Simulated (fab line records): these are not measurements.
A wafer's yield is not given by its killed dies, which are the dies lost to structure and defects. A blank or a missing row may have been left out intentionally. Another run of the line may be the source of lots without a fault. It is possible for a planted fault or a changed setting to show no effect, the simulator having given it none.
Chamber matching    flow gf180mcu    3 sister chambers for GF_V5_CVD_00 on hdpcvd-01
The step deposits SiO2, target thk 300 nm, time 50 s. 14 wafers are shown with their chamber, then 7 later ones without.

WAFERS, EACH WITH ITS CHAMBER
wafer   chamber  sih4FlowSccm (sccm)
L804.2  2        59.89
L804.4  0        60.09
L804.6  2        59.87
L805.1  2        59.87
L805.2  1        60.19
L805.5  2        59.82
L807.2  1        59.84
L807.3  2        60.14
L807.6  2        59.90
L809.2  0        60.04
L809.5  1        59.93
L809.6  2        60.02
L823.1  0        59.95
L823.4  2        59.81

SIGNATURES (averages over the wafers above)
reading       chamber 0  chamber 1  chamber 2  scatter within a chamber
sih4FlowSccm  60.0267    59.9867    59.9150    0.122
Rule: for a wafer and a chamber, the distance is found by dividing, reading by reading, the gap between the wafer's reading and the chamber's mean by the reading's scatter, squaring, summing and taking the root. The wafer belongs to the nearest chamber; if the next one is less than 2 further off, it can't be placed. How the scatter is found: for the shown wafers, subtract from each reading the mean of its chamber, square and add these, divide the total by (wafers less chambers), then take the root.

WAFERS WITHOUT THEIR CHAMBER
wafer   sih4FlowSccm (sccm)
L823.5  59.96
L822.1  60.11
L822.2  59.93
L822.5  60.04
L826.3  60.21
L826.4  59.95
L826.5  60.12

EACH ONE'S CHAMBER
wafer   from the rows above           in truth
L823.5  can't be placed: 1 or 2 or 0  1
L822.1  can't be placed: 0 or 1 or 2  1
L822.2  can't be placed: 2 or 1 or 0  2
L822.5  can't be placed: 0 or 1 or 2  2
L826.3  can't be placed: 0 or 1 or 2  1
L826.4  can't be placed: 2 or 1 or 0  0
L826.5  can't be placed: 0 or 1 or 2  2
Placed correctly: 0 of 7. Unplaceable from these rows: 7, with the true chamber sitting among the candidates in 7. 0 placed wrongly.
